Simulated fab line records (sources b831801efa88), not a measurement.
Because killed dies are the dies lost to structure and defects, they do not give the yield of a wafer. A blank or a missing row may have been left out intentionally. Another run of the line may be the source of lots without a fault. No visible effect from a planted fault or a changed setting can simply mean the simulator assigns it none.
Chamber matching / flow sfq-line / SFQ_TRILAYER_I1_CMP_CMP_046 on cmp-02: 4 sister chambers
The step polishes SiO2. 4 wafers are shown with their chamber, then 7 later ones without.

## EACH WAFER AND ITS CHAMBER
wafer=L517.3; chamber=1; motor-current-A (A)=10.4
wafer=L524.6; chamber=3; motor-current-A (A)=8.6
wafer=L525.1; chamber=0; motor-current-A (A)=9.5
wafer=L525.2; chamber=2; motor-current-A (A)=10.5

## WAFERS WITHOUT THEIR CHAMBER
wafer=L525.4; motor-current-A (A)=8.5
wafer=L526.3; motor-current-A (A)=10.0
wafer=L526.2; motor-current-A (A)=9.7
wafer=L526.6; motor-current-A (A)=10.7
wafer=L529.2; motor-current-A (A)=9.6
wafer=L529.3; motor-current-A (A)=8.9
wafer=L529.6; motor-current-A (A)=8.9

## CHAMBER TAKEN BY EACH
wafer=L525.4; from the rows above=3; in truth=3
wafer=L526.3; from the rows above=can't be placed: 1 or 0 or 2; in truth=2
wafer=L526.2; from the rows above=can't be placed: 0 or 1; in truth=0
wafer=L526.6; from the rows above=can't be placed: 2 or 1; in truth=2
wafer=L529.2; from the rows above=0; in truth=0
wafer=L529.3; from the rows above=can't be placed: 3 or 0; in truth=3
wafer=L529.6; from the rows above=can't be placed: 3 or 0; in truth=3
Placed correctly: 2 of 7. From these rows, 5 cannot be placed; in 5 the true chamber is one of the candidates. Number placed wrongly: 0.
How it was worked out, from the rows above alone: a wafer's distance from a chamber is the root of the sum, over the readings, of the square of ((its reading less the chamber's mean) divided by the reading's scatter). The wafer belongs to the nearest chamber; if the next one is less than 2 further off, it can't be placed. The mean given for a chamber averages the wafers shown for that chamber. The scatter: root of mean squared gap, hidden wafer to nearest shown wafer, with one shown wafer a chamber.
